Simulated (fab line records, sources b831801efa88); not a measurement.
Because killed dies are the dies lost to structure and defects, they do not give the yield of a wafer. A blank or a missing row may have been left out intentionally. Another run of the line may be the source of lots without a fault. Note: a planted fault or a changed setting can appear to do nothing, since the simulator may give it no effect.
Which tool was responsible? | flow sky130 | 11 lots, 33 wafers sampled, at 4 steps of a route of 708

WHAT THE GAUGES READ, wafer by wafer
SKY_LOCAL_INTERCONNECT_CD_MEAS_11: target cd 170 nm. Usual: 169.9 nm for cd-nm, sd 1.6.
lot  | measured     | on        | cd-nm (nm)        | flag
L151 | day 30 10:28 | cd-sem-02 | 167.6 169.1 168.7 |
L152 | day 30 21:26 | cd-sem-01 | 171.1 169.3 170.2 |
L153 | day 31 11:01 | cd-sem-02 | 170.4 171.3 171.0 |
L160 | day 33 17:49 | cd-sem-02 | 170.7 171.2 170.9 |
L161 | day 33 22:32 | cd-sem-02 | 170.0 168.8 168.0 |
L163 | day 34 16:56 | cd-sem-02 | 169.8 169.4 169.7 |
L164 | day 35 05:01 | cd-sem-02 | 168.5 169.9 169.9 |
L165 | day 35 16:22 | cd-sem-01 | 168.9 170.0 168.8 |
L171 | day 37 06:20 | cd-sem-01 | 170.3 170.7 171.2 |
L173 | day 37 14:55 | cd-sem-02 | 168.7 168.6 170.2 |
L172 | day 37 17:13 | cd-sem-01 | 174.4 173.8 174.3 |

WHAT TOOL EACH LOT RAN ON (gives the tool, then ch and the chambers of the sampled wafers, and finally the start)
lot  | SKY_LI_CONTACT_ETCH_14             | SKY_LI_CONTACT_SPUTTER_20    | SKY_LOCAL_INTERCONNECT_COAT_05
L151 | rie-diel-01 ch 0,2,3, day 29 05:36 | pvd-sputter-03, day 29 06:06 | litho-track-01 ch 0, day 29 20:03
L152 | rie-diel-03 ch 0,3, day 29 16:21   | pvd-sputter-03, day 29 16:51 | litho-track-03 ch 0, day 30 07:27
L153 | rie-diel-01 ch 0,1,2, day 30 06:15 | pvd-sputter-03, day 30 06:44 | litho-track-01 ch 0, day 30 20:36
L160 | rie-diel-03 ch 0,1,3, day 32 14:23 | pvd-sputter-04, day 32 14:52 | litho-track-01 ch 0, day 33 04:40
L161 | rie-diel-01 ch 0,2, day 32 18:53   | pvd-sputter-04, day 32 19:22 | litho-track-01 ch 0, day 33 08:39
L163 | rie-diel-04 ch 2,3, day 33 13:03   | pvd-sputter-03, day 33 13:33 | litho-track-01 ch 0, day 34 03:19
L164 | rie-diel-03 ch 0,3, day 34 01:09   | pvd-sputter-03, day 34 01:39 | litho-track-04 ch 0, day 34 15:08
L165 | rie-diel-01 ch 2, day 34 12:06     | pvd-sputter-01, day 34 12:40 | litho-track-04 ch 0, day 35 03:08
L171 | rie-diel-04 ch 2,3, day 36 03:09   | pvd-sputter-04, day 36 03:39 | litho-track-03 ch 0, day 36 16:33
L173 | rie-diel-04 ch 0,1,3, day 36 11:32 | pvd-sputter-01, day 36 12:02 | litho-track-04 ch 0, day 37 01:05
L172 | rie-diel-04 ch 0,1, day 36 14:03   | pvd-sputter-04, day 36 14:33 | litho-track-04 ch 0, day 37 03:47
- SKY_LI_CONTACT_ETCH_14: etches BARC in N2/H2, stops on SiO2, time 45.9 s, target depth 60 nm.
- SKY_LI_CONTACT_SPUTTER_20: material TiN, target thk 20 nm, time 80 s.
- SKY_LOCAL_INTERCONNECT_COAT_05: resist thk 60 nm.

AS READ BY THE TOOLS THEMSELVES (means over the sampled wafers that have a number; for cases with no such wafer, the mark the record gives instead)
SKY_LI_CONTACT_ETCH_14. Usual: drypump-motor-current-A 5.7 A, standard deviation 0.37; oes-product-au 0.854 a.u., standard deviation 0.0051; throttle-valve-pct 13.224 %, standard deviation 0.0094.
lot  | tool        | drypump-motor-current-A (A) | oes-product-au (a.u.) | throttle-valve-pct (%) | flag
L151 | rie-diel-01 | 6.0                         | 0.854                 | 13.230                 |
L152 | rie-diel-03 | 5.6                         | 0.855                 | 13.229                 |
L153 | rie-diel-01 | 5.6                         | 0.855                 | 13.221                 |
L160 | rie-diel-03 | 5.8                         | 0.851                 | 13.222                 |
L161 | rie-diel-01 | 5.6                         | 0.854                 | 13.223                 |
L163 | rie-diel-04 | 5.5                         | 0.854                 | 13.220                 |
L164 | rie-diel-03 | 5.8                         | 0.856                 | 13.224                 |
L165 | rie-diel-01 | 5.4                         | 0.853                 | 13.225                 |
L171 | rie-diel-04 | 5.5                         | 0.850                 | 13.232                 |
L173 | rie-diel-04 | 5.4                         | 0.856                 | 13.223                 |
L172 | rie-diel-04 | 5.5                         | 0.851                 | 13.219                 |

SKY_LI_CONTACT_SPUTTER_20. Usual: 29.8 % for throttle-valve-pct, sd 1.2.
lot  | tool           | throttle-valve-pct (%) | flag
L151 | pvd-sputter-03 | 28.6                   |
L152 | pvd-sputter-03 | 31.0                   |
L153 | pvd-sputter-03 | 30.1                   |
L160 | pvd-sputter-04 | 30.0                   |
L161 | pvd-sputter-04 | 29.8                   |
L163 | pvd-sputter-03 | 29.4                   |
L164 | pvd-sputter-03 | 29.6                   |
L165 | pvd-sputter-01 | 30.6                   |
L171 | pvd-sputter-04 | 28.9                   |
L173 | pvd-sputter-01 | 29.9                   |
L172 | pvd-sputter-04 | 29.2                   |

THE ANSWER, worked out from the rows above alone
Rule: take the mean of a lot's wafers that have a number; if it is more than 3 standard deviations from the usual mean, the lot is off. A lot without any number at a reading at which 4 lots or more have one is off too. All remaining lots with rows at the step are treated as sound. Order of review: gauges by route order, followed by the tools' own readings, for which a lot's mean as printed above is used. The first step at which some lot is off is used, and at that step the reading that is off furthest; a lot without a number counts as furthest.
Across all readings shown, no lot is off: no conclusion can be drawn from this.

WHAT THE SIMULATOR PUT IN
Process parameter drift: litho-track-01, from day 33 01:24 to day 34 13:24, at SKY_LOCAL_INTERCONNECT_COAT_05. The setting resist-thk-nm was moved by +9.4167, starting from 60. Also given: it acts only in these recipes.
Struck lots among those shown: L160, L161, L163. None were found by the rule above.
